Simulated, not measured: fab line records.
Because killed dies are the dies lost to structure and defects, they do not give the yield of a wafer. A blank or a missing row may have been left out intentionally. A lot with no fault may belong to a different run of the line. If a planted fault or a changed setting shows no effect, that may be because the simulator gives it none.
Comparing a struck lot with a sound one | flow sky130 | 15 out of 708 route steps
Sound: these wafers, L441.1, L441.5, L441.6. Wafers struck: L454.1, L454.3, L454.6. The cause is given at the end.
For every step that has rows: the tool of each side, followed by ch and its chambers, followed by its first start. Under that, the readings that differ: sound wafers | struck wafers | difference of the means | sigmas: that difference in standard deviations of wafers without a fault.
alike: same words and numbers on both sides, and readings whose means sit less than 2 such deviations apart. not compared: any withheld reading, any reading some wafer has no value for, any bound like >300 that may hide the same value, and any number with overlapping values for which the record gives no deviation.
The two part at a step that has a row with sigmas, a row that says differs or no value, or rows on one side only. Non-overlapping numbers with no deviation appear without sigmas and do not part them. A reading that every wafer of one side lacks parts them only if that side has two wafers or more.

first, 1 step without rows for these wafers: SKY_VT_ADJUST_LVTN_IMPLANT_19.
SKY_VT_ADJUST_LVTN_STRIP_20: strips in O2/N2.
  sound on plasmaAsher-01 ch 0,1, day 8 08:30; struck on plasmaAsher-01 ch 0,1, day 12 06:59
  alike: drypumpMotorCurrentA, oesProductAu, stripTimeToEndpointS
  not compared: rfHoursCounterH
SKY_VT_ADJUST_LVTN_TW_MEAS_21:
  sound on filmMetro-04, day 8 08:36; struck on filmMetro-04, day 12 07:05
  alike: VT_ADJUST_LVTN_2_TW
then, 7 steps without rows for these wafers: SKY_VT_ADJUST_NCORE_DEHYDRATE_00 (time 60 s); SKY_VT_ADJUST_NCORE_HMDS_01 (prime time 60 s); SKY_VT_ADJUST_NCORE_COAT_02 (resist thk 1140 nm); SKY_VT_ADJUST_NCORE_SOFTBAKE_03 (time 60 s); SKY_VT_ADJUST_NCORE_EXPOSE_04 (exposes mask LVTN COMPLEMENT THIN, target cd 380 nm); SKY_VT_ADJUST_NCORE_PEB_05; SKY_VT_ADJUST_NCORE_DEVELOP_06 (develop time 60 s).
SKY_VT_ADJUST_NCORE_CD_MEAS_07 targets a cd of 380 nm.
  sound on cdSem-02, day 9 06:26; struck on cdSem-02, day 13 07:37
  alike: cdNm
SKY_VT_ADJUST_NCORE_OVL_MEAS_08:
  sound on overlay-01, day 9 06:34; struck on overlay-01, day 13 07:44
  alike: VT_ADJUST_NCORE_OVL
SKY_VT_ADJUST_NCORE_IMPLANT_09:
  sound on implanter-04 ch 0, day 9 06:35; struck on implanter-02 ch 0, day 13 07:46
reading     | sound                            | struck                          | difference  | sigmas
doseIonsCm2 | 2.3969e+12 2.3972e+12 2.3966e+12 | 2.2885e+12 2.292e+12 2.2878e+12 | -1.0747e+11 | -43
SKY_VT_ADJUST_NCORE_STRIP_10: strips in O2/N2.
  sound on plasmaAsher-02 ch 0,1, day 9 06:44; struck on plasmaAsher-03 ch 0,1, day 13 07:55
  alike: drypumpMotorCurrentA, oesProductAu, stripTimeToEndpointS
  not compared: rfHoursCounterH
-- record jumps: 36 days separate the struck wafers' starts on either side; left off in module VT_ADJUST_NCORE, taken up again in module PAD_OPEN, whose first shown step is the route's number 708 --
SKY_PAD_OPEN_PROBE_99:
  sound on prober-01, day 46 10:58; struck on prober-02, day 49 19:07
reading                               | sound                   | struck                  | difference | sigmas
model.etest.pfetG5v0d10v5.offLog10AUm | -12.36 -12.75 -12.78    | -13 -13.08 -13.09       | +0         | 
model.etest.pfetG5v0d10v5.vtSatV (V)  | -0.6172 -0.6518 -0.64   | -0.6852 -0.6811 -0.6824 | -0.0466    | 
model.etest.pfet_16v.vtV (V)          | -1.096 -1.095 -1.092    | -1.142 -1.145 -1.146    | -0.050     | 
model.etest.pfetG5v0d10v5.vtV (V)     | -0.8093 -0.8425 -0.8348 | -0.8698 -0.8653 -0.871  | -0.0398    | 
model.etest.pfetG5v0d10v5.vtLongV (V) | -0.9234 -0.9179 -0.9226 | -0.9713 -0.9674 -0.9698 | -0.0482    | 
model.etest.nfetG5v0d10v5.vtSatV (V)  | 0.7798 0.7859 0.7773    | 0.7275 0.7391 0.7393    | -0.0457    | 
model.etest.nfetG5v0d10v5.vtV (V)     | 0.8349 0.8447 0.8345    | 0.7885 0.7989 0.8008    | -0.0420    | 
model.etest.nfet_16v.vtV (V)          | 0.7813 0.7864 0.7752    | 0.7379 0.7473 0.7485    | -0.0364    | 
  alike: killed_at_M0_to_M3, killed_at_M4_up, killedAtContacts, killedAtFrontEnd, killedAtOther, killedDies, killedOpen, killedShort

== WHERE THEY PART ==
Only at SKY_VT_ADJUST_NCORE_IMPLANT_09, as far as this record shows. Later steps at which nothing parts them and some readings are alike: SKY_VT_ADJUST_NCORE_STRIP_10, SKY_PAD_OPEN_PROBE_99.

WHY: what had been put in by the simulator
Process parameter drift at SKY_VT_ADJUST_NCORE_IMPLANT_09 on implanter-02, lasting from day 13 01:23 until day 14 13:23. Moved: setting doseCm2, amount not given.
